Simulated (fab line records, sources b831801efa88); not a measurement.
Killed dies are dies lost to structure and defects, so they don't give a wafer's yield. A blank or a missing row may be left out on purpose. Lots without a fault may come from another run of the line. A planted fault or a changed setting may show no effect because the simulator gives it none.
One fault seen from 2 desks | flow gf180mcu | each desk has only its own numbers; what lay behind them comes last

THE TOOL OWNER'S DESK: rie_diel-03
The tool's own readings at GF_POLY_GATE_ETCH_12 (etches BARC in N2/H2): means of the sampled wafers that have a number, for each lot that ran on this tool. A lot is out of limits, marked OUT, if its mean lies more than 4 standard deviations from the usual mean; the brackets give that distance.
Columns: A = drypump_motor_current_A at GF_POLY_GATE_ETCH_12, usual 5.3 A; B = n2_flow_sccm at GF_POLY_GATE_ETCH_12, usual 100.00 sccm; C = oes_product_au at GF_POLY_GATE_ETCH_12, usual 0.736 a.u.; D = rf_fwd_power_W at GF_POLY_GATE_ETCH_12, usual 496.2 W; E = throttle_valve_pct at GF_POLY_GATE_ETCH_12, usual 13.214 %
lot  | first seen here | A   | B      | C     | D                       | E
L590 | day 9 03:16     | 5.8 | 100.01 | 0.735 | 495.2                   | 13.211
L607 | day 14 04:54    | 6.0 | 100.10 | 0.733 | 294.5 (-99 or more) OUT | 13.216
L608 | day 14 10:03    | 5.9 | 99.95  | 0.741 | 295.2 (-99 or more) OUT | 13.212
This desk's finding: out of limits on L607, L608; first on L607, day 14 04:54 (rf_fwd_power_W at GF_POLY_GATE_ETCH_12). In limits: L590.

THE METROLOGY DESK
What the gauges read, lot by lot, whatever tool the lot ran on: means of the sampled wafers that have a number. A lot is out of limits, marked OUT, if its mean lies more than 4 standard deviations from the usual mean; the brackets give that distance.
Columns: A = POLY_GATE_CVD_00_THK at GF_POLY_GATE_THK_MEAS_01, usual 200.0 nm; B = cd_nm at GF_POLY_GATE_CD_MEAS_10, usual 280.3 nm; C = POLY_GATE_OVL at GF_POLY_GATE_OVL_MEAS_11, usual -1 nm
lot  | first seen here | A     | B     | C
L590 | day 8 10:25     | 198.9 | 278.7 | -1
L597 | day 10 06:49    | 201.0 | 281.7 | 6
L607 | day 13 08:52    | 202.5 | 281.8 | -4
L608 | day 13 13:42    | 201.4 | 280.6 | 4
L611 | day 14 19:24    | 202.3 | 279.5 | -1
L613 | day 15 03:35    | 199.2 | 280.6 | -1
This desk's finding: nothing out of limits on any of the 6 lots.

PUT TOGETHER
The tool owner's desk could have raised an alarm at day 14 04:54, on L607, L608.
The metrology desk saw nothing out of limits.
The metrology desk has L607, L608 on record, within its limits.
Of the lots named, all ran GF_POLY_GATE_ETCH_12 on rie_diel-03.

WHAT THE SIMULATOR HAD PUT IN
Process parameter drift: rie_diel-03, from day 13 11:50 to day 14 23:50, at GF_POLY_GATE_ETCH_12. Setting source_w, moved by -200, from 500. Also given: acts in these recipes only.
Lots struck among those shown: L607, L608.
Hours from the fault's start to each desk's first reading out of limits: the tool owner's desk, 17.
